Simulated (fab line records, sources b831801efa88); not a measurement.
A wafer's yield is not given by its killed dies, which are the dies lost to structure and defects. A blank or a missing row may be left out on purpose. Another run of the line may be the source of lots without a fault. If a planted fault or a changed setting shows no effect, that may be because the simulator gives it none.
Matching of chambers || flow sky130 || 3 sister chambers for SKY_VIA4_STRIP_14 on wet_bench-03
The step strips in post etch residue remover, time 1200 s. 6 wafers are shown with their chamber, then 8 later ones without.

== WAFERS PAIRED WITH THEIR CHAMBERS ==
{"wafer": "L486.2", "chamber": 2, "bath_heat_duty_pct (%)": 14.8}
{"wafer": "L486.3", "chamber": 2, "bath_heat_duty_pct (%)": 14.6}
{"wafer": "L487.5", "chamber": 1, "bath_heat_duty_pct (%)": 13.2}
{"wafer": "L487.6", "chamber": 1, "bath_heat_duty_pct (%)": 13.8}
{"wafer": "L488.5", "chamber": 3, "bath_heat_duty_pct (%)": 13.6}
{"wafer": "L493.1", "chamber": 3, "bath_heat_duty_pct (%)": 14.4}

== WAFERS WITHOUT THEIR CHAMBER ==
{"wafer": "L493.5", "bath_heat_duty_pct (%)": 13.8}
{"wafer": "L493.6", "bath_heat_duty_pct (%)": 15.6}
{"wafer": "L496.1", "bath_heat_duty_pct (%)": 14.5}
{"wafer": "L496.4", "bath_heat_duty_pct (%)": 15.1}
{"wafer": "L496.6", "bath_heat_duty_pct (%)": 14.3}
{"wafer": "L495.1", "bath_heat_duty_pct (%)": 13.4}
{"wafer": "L495.4", "bath_heat_duty_pct (%)": 14.4}
{"wafer": "L495.5", "bath_heat_duty_pct (%)": 14.0}

== THE CHAMBER EACH PASSED THROUGH ==
{"wafer": "L493.5", "from the rows above": "can't be placed: 3 or 1 or 2", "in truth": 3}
{"wafer": "L493.6", "from the rows above": "can't be placed: 2 or 3", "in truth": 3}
{"wafer": "L496.1", "from the rows above": "can't be placed: 2 or 3 or 1", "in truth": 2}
{"wafer": "L496.4", "from the rows above": "can't be placed: 2 or 3", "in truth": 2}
{"wafer": "L496.6", "from the rows above": "can't be placed: 3 or 2 or 1", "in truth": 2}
{"wafer": "L495.1", "from the rows above": "can't be placed: 1 or 3", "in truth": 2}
{"wafer": "L495.4", "from the rows above": "can't be placed: 2 or 3 or 1", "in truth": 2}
{"wafer": "L495.5", "from the rows above": "can't be placed: 3 or 1 or 2", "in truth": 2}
Correctly placed: 0 of 8. Unplaceable from these rows: 8, with the true chamber sitting among the candidates in 7. Wrongly placed: 0.
How it was worked out, from the rows above alone: a wafer's distance from a chamber is the root of the sum, over the readings, of the square of ((its reading less the chamber's mean) divided by the reading's scatter). If the next closest chamber is less than 2 further off than the closest, the wafer can't be placed; otherwise it belongs to the closest. The mean given for a chamber averages the wafers shown for that chamber. The scatter: the root of (the sum of the squares of (reading less its chamber's mean) over the shown wafers, divided by (wafers less chambers)).
